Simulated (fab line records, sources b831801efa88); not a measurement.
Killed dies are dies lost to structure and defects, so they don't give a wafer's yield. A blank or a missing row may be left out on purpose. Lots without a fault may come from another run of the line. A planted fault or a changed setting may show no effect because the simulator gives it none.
One fault seen from 2 desks | flow sky130 | each desk has only its own numbers; what lay behind them comes last

THE METROLOGY DESK
What the gauges read, lot by lot, whatever tool the lot ran on: means of the sampled wafers that have a number. A lot is out of limits, marked OUT, if its mean lies more than 4 standard deviations from the usual mean; the brackets give that distance.
Columns: A = SD_N_OVL at SKY_SD_N_OVL_MEAS_08, usual 1.9 nm; B = SD_P_RS at SKY_SD_N_RS_MEAS_17, usual 147.1 ohm/sq; C = LOCAL_INTERCONNECT_TIN_THK at SKY_LOCAL_INTERCONNECT_THK_MEAS_02, usual 101.3 nm
lot  | first seen here | A   | B     | C
L821 | day 28 01:57    | 2.7 | 147.1 | 100.2
L823 | day 29 04:47    | 2.0 | 147.3 | 102.0
L825 | day 29 13:10    | 1.8 | 147.2 | 102.9
L824 | day 29 13:41    | 0.3 | 146.9 | 100.6
L828 | day 30 15:04    | 0.3 | 146.7 | 99.6
L829 | day 31 05:43    | 2.0 | 146.3 | 101.5
L831 | day 31 11:07    | 1.9 | 147.0 | 101.6
L833 | day 32 07:42    | 0.7 | 147.0 | 100.1
L835 | day 33 02:56    | 3.4 | 147.7 | 98.3
L837 | day 33 15:22    | 1.0 | 147.5 | 102.3
L838 | day 33 17:28    | 3.2 | 147.2 | 99.2
L843 | day 36 12:56    | 1.2 | 146.6 | 101.4
L842 | day 36 16:28    | 2.1 | 147.3 | 100.8
This desk's finding: nothing out of limits on any of the 13 lots.

THE TOOL OWNER'S DESK: litho_track-04
The tool's own readings at SKY_LOCAL_INTERCONNECT_COAT_06 (resist thk 450 nm): means of the sampled wafers that have a number, for each lot that ran on this tool. A lot is out of limits, marked OUT, if its mean lies more than 4 standard deviations from the usual mean; the brackets give that distance.
Columns: A = spin_speed_rpm at SKY_LOCAL_INTERCONNECT_COAT_06, usual 2999.5 rpm
lot  | first seen here | A
L823 | day 31 02:00    | 3000.3
L824 | day 31 09:00    | 2999.0
L829 | day 33 02:00    | 3000.3
L831 | day 33 07:00    | 2997.8
L833 | day 34 03:00    | 2997.4
L835 | day 34 20:00    | 2925.3 (-39) OUT
L837 | day 35 09:00    | 2922.5 (-41) OUT
This desk's finding: out of limits on L835, L837; first on L835, day 34 20:00 (spin_speed_rpm at SKY_LOCAL_INTERCONNECT_COAT_06). In limits: L823, L824, L829, L831, L833.

PUT TOGETHER
The tool owner's desk could have raised an alarm at day 34 20:00, on L835, L837.
The metrology desk saw nothing out of limits.
The metrology desk has L835, L837 on record, within its limits.
Of the lots named, all ran SKY_LOCAL_INTERCONNECT_COAT_06 on litho_track-04.

WHAT THE SIMULATOR HAD PUT IN
Process parameter drift: litho_track-04, from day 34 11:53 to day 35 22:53, at SKY_LOCAL_INTERCONNECT_COAT_06. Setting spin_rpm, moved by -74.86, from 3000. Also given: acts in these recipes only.
Lots struck among those shown: L835, L837.
Hours from the fault's start to each desk's first reading out of limits: the tool owner's desk, 8.
